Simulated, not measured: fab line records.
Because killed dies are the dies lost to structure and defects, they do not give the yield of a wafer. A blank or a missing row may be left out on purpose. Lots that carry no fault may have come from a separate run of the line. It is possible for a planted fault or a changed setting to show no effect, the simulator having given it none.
Struck lot and sound lot, side by side + flow sky130 + 15 steps out of a route of 708
Sound: the wafers L898.2, L898.3, L898.4. Struck: wafers L903.1, L903.4, L903.6. The cause comes at the end.
Per side, at each step with rows, come the tool, then ch with its chambers, and then its first start. Under that, the readings that differ: sound wafers + struck wafers + difference of the means + sigmas: that difference in standard deviations of wafers without a fault.
alike: words and numbers the same on both sides, and readings whose means are apart by under 2 such deviations; not compared: readings that were withheld, readings missing a value for some wafer, numbers with overlapping values and no deviation given by the record, and bounds like >300 which may hide the same value.
A row with sigmas, a row that says differs or no value, or rows on one side alone: a step with any of these is where the two part. Numbers that have no deviation but don't overlap get no sigmas and don't part them. Lack of a reading on every wafer of one side parts them only where that side has two or more wafers.

SKY_METAL3_CD_MEAS_13 targets a cd of 300 nm.
  sound on cd sem-02, day 41 19:55; struck on cd sem-01, day 43 16:22
  alike: cd nm
SKY_METAL3_OVL_MEAS_14:
  sound on overlay-02, day 41 20:01; struck on overlay-02, day 43 16:29
  alike: METAL3_OVL
SKY_METAL3_DESCUM_15: chemistry O2, time 8 s.
  sound on rie metal-02 ch 0,1, day 41 20:03; struck on rie metal-02 ch 0,1, day 43 16:32
  alike: drypump motor current A, he backside leak sccm, oes product au
  not compared: rf hours counter h
SKY_METAL3_ETCH_16: etches BARC in N2/H2, stops on SiO2, time 88.2 s, target depth 60 nm.
  sound on rie metal-02 ch 0,1, day 41 20:05; struck on rie metal-02 ch 0,1, day 43 16:34
  alike: drypump motor current A, he backside leak sccm, oes product au, throttle valve pct
  not compared: rf hours counter h
SKY_METAL3_ETCH_17: etches SiO2 in C4F8/O2/Ar, stops on TiN, time 3.9 s, target depth 15 nm.
  sound on rie diel-02 ch 0,1,3, day 41 20:11; struck on rie diel-02 ch 0,2,3, day 43 16:40
  alike: oes product au
  not compared: rf hours counter h
SKY_METAL3_METAL_ETCH_18: etches the open film in Cl2/BCl3, stops on SiO2, target depth 845 nm, time 183.1 s.
  sound on rie metal-01 ch 0,1, day 41 20:12; struck on rie metal-04 ch 0,1, day 43 16:41
  alike: drypump motor current A, he backside leak sccm, oes product au, throttle valve pct
  not compared: rf hours counter h
SKY_METAL3_STRIP_19: strips in O2/N2.
  sound on plasma asher-02 ch 0,1, day 41 20:22; struck on plasma asher-02 ch 0,1, day 43 16:51
  alike: drypump motor current A, oes product au, strip time to endpoint s
  not compared: rf hours counter h
then, 4 steps without rows for these wafers: SKY_METAL3_STRIP_20 (strips in post etch residue remover, time 1200 s); SKY_METAL3_CLEAN_21 (cleans in IPA, time 180 s); SKY_METAL3_CLEAN_22 (cleans in O3/DIW); SKY_VIA3_HDPCVD_00 (deposits SiO2, target thk 1635 nm, time 272.5 s).
SKY_VIA3_THK_MEAS_01:
  sound on film metro-01, day 41 21:08; struck on film metro-01, day 43 17:37
| reading              | sound          | struck         | difference | sigmas |
|----------------------|----------------|----------------|------------|--------|
| VIA3_HDPCVD_THK (nm) | 1636 1673 1651 | 1619 1621 1606 | -38        | -2     |
SKY_VIA3_CMP_02: polishes SiO2.
  sound on cmp-02 ch 0,1,2, day 41 21:14; struck on cmp-01 ch 1,2, day 43 17:43
  no value came back on the struck wafers for edge zone pressure frac, head pressure psi (psi), motor current A (A), retaining ring pressure frac; on the sound wafers edge zone pressure frac reads 0.993 0.990 0.991
| reading                                  | sound           | struck         | difference | sigmas |
|------------------------------------------|-----------------|----------------|------------|--------|
| model.SiO2_of_VIA3_HDPCVD_00.thk nm (nm) | 465.1 466 464.8 | 1619 1622 1607 | +1151      |        |
SKY_VIA3_BOW_MEAS_03:
  sound on film metro-01, day 41 21:34; struck on film metro-03, day 43 18:16
| reading       | sound    | struck | difference                    | sigmas |
|---------------|----------|--------|-------------------------------|--------|
| VIA3_BOW (um) | 76 86 88 | - - -  | no value on the struck wafers |        |
  not compared: hold
SKY_PAD_OPEN_PROBE_99:
  sound wafers here have rows in the record (prober-01, day 48 11:35); struck ones have none

== WHERE THEY PART ==
Last at SKY_PAD_OPEN_PROBE_99 as far as this record goes, first at SKY_VIA3_THK_MEAS_01.

WHY: whatever the simulator had introduced
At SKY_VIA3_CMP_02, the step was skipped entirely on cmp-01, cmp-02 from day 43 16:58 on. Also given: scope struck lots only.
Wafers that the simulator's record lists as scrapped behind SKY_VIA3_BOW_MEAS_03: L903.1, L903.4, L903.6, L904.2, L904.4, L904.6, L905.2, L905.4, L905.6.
